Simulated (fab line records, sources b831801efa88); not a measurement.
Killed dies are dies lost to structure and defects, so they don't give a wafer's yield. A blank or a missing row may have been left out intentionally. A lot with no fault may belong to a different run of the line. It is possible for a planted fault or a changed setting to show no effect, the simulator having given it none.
A lot that was struck, set against a sound lot | flow gf180mcu | 15 out of 602 route steps
Sound: wafers L176.1, L176.2, L176.3. Struck: wafer L184.6. (L184.3, L184.5 of the same lot were not struck and are left out.) The cause comes at the end.
At each step with rows: each side's tool, then ch and its chambers, then its first start. Under that, the readings that differ: sound wafers | struck wafers | difference of the means | sigmas: that difference in standard deviations of wafers without a fault.
alike: words and numbers the same on both sides, and readings whose means are apart by under 2 such deviations; not compared: readings that were withheld, readings missing a value for some wafer, numbers with overlapping values and no deviation given by the record, and bounds like >300 which may hide the same value.
A row with sigmas, a row that says differs or no value, or rows on one side alone: a step with any of these is where the two part. Numbers that have no deviation but don't overlap get no sigmas and don't part them. A reading that every wafer of one side lacks parts them only if that side has two wafers or more.

GF_PSD_RS_MEAS_15: measurement is done with a four-point probe.
  struck on film metro-02, day 19 17:37; sound on film metro-03, day 16 09:28
  alike: PSD_RS
GF_SAB_CVD_00: deposits SiO2 from TEOS, target thk 50 nm, time 4.9302 s.
  sound on pecvd-01 ch 0,1,2, day 16 09:35; struck on pecvd-04 ch 0, day 19 17:41
  alike: heater power w, rf fwd power W
GF_SAB_THK_MEAS_01:
  struck on film metro-03, day 19 17:44; sound on film metro-02, day 16 09:37
  reading             | sound          | struck | difference | sigmas
  SAB_CVD_00_THK (nm) | 49.1 48.6 49.2 | 51.0   | +2.0       | +3
then, 7 steps without rows for these wafers: GF_SAB_DEHYDRATE_02 (time 60 s); GF_SAB_HMDS_03 (prime time 60 s); GF_SAB_COAT_04 (resist thk 1000 nm); GF_SAB_SOFTBAKE_05 (time 60 s); GF_SAB_EXPOSE_06 (exposes mask SAB, target cd 420 nm); GF_SAB_PEB_07; GF_SAB_DEVELOP_08 (develop time 60 s).
GF_SAB_CD_MEAS_09: the cd target is 420 nm.
  struck on cd sem-01, day 20 17:18; sound on cd sem-02, day 17 07:30
  alike: cd nm
GF_SAB_OVL_MEAS_10:
  struck on overlay-01, day 20 17:23; sound on overlay-01, day 17 07:37
  alike: SAB_OVL
GF_SAB_ETCH_11: etches SiO2 in C4F8/O2/Ar, target depth 55 nm, time 8.5 s.
  sound on rie diel-03 ch 0,1,2, day 17 07:40; struck on rie diel-03 ch 0, day 20 17:25
  reading                         | sound             | struck | difference | sigmas
  oes product au (a.u.)           | 0.991 1.005 0.986 | 0.882  | -0.112     | -11
  model.SAB.feature depth nm (nm) | 53.99 54.66 53.42 | 44.89  | -9.13      |
  model.etch.depth nm (nm)        | 53.99 54.66 53.42 | 44.89  | -9.13      |
  alike: rf fwd power W
  not compared: rf hours counter h
then, 1 step without rows for these wafers: GF_SAB_WET_ETCH_12 (etches SiO2 in dHF, target depth 22 nm, time 440 s).
-- the record jumps here: 13 days lie between the struck wafers' starts before and after (it left off in module SAB and takes up again in module PASSIVATION, whose first step shown is number 602 of the route) --
GF_PASSIVATION_PROBE_99:
  the record has rows for the struck wafers here (prober-01, day 33 05:46) and none for the sound ones

== WHERE THEY PART ==
First at GF_SAB_THK_MEAS_01; last, within this record, at GF_PASSIVATION_PROBE_99.

WHY: whatever the simulator had introduced
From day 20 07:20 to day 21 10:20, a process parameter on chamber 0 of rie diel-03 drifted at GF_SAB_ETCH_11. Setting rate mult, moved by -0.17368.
